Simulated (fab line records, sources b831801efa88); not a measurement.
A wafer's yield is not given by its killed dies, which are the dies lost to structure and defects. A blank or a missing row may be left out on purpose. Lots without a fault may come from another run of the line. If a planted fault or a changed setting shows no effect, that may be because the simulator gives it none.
Chamber matching	flow gf180mcu	cmp-01 running GF_V4_CMP_04: 4 sister chambers
The step polishes SiO2. 8 wafers are shown with their chamber, then 11 later ones without.

EACH WAFER AND ITS CHAMBER
wafer	chamber	motor_current_A (A)	time_to_endpoint_s (s)
L080.3	3	9.8	79
L082.2	0	12.6	80
L082.6	3	9.7	89
L084.2	2	11.4	75
L085.1	0	12.4	77
L085.3	2	10.5	83
L085.6	1	11.1	85
L090.3	1	11.2	84

WAFERS MISSING THEIR CHAMBER
wafer	motor_current_A (A)	time_to_endpoint_s (s)
L090.5	11.0	88
L090.6	12.1	87
L091.1	11.3	80
L091.3	12.2	83
L091.4	11.2	86
L092.4	12.9	85
L092.5	12.4	87
L092.6	9.8	88
L095.1	11.0	86
L095.3	12.3	84
L095.4	10.7	89

THE CHAMBER EACH PASSED THROUGH
wafer	from the rows above	in truth
L090.5	can't be placed: 1 or 2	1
L090.6	can't be placed: 0 or 1 or 2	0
L091.1	can't be placed: 1 or 2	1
L091.3	can't be placed: 0 or 1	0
L091.4	can't be placed: 1 or 2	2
L092.4	0	0
L092.5	can't be placed: 0 or 1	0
L092.6	3	3
L095.1	can't be placed: 1 or 2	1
L095.3	0	0
L095.4	can't be placed: 1 or 2 or 3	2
Correct placement for 3 of the 11. Unplaceable from these rows: 8, with the true chamber sitting among the candidates in 8. Wrongly placed: 0.
How it was worked out, from the rows above alone: a wafer's distance from a chamber is the root of the sum, over the readings, of the square of ((its reading less the chamber's mean) divided by the reading's scatter). The wafer belongs to the nearest chamber; if the next one is less than 2 further off, it can't be placed. For every chamber, the mean is computed from those of its wafers that are shown. How the scatter is found: for the shown wafers, subtract from each reading the mean of its chamber, square and add these, divide the total by (wafers less chambers), then take the root.
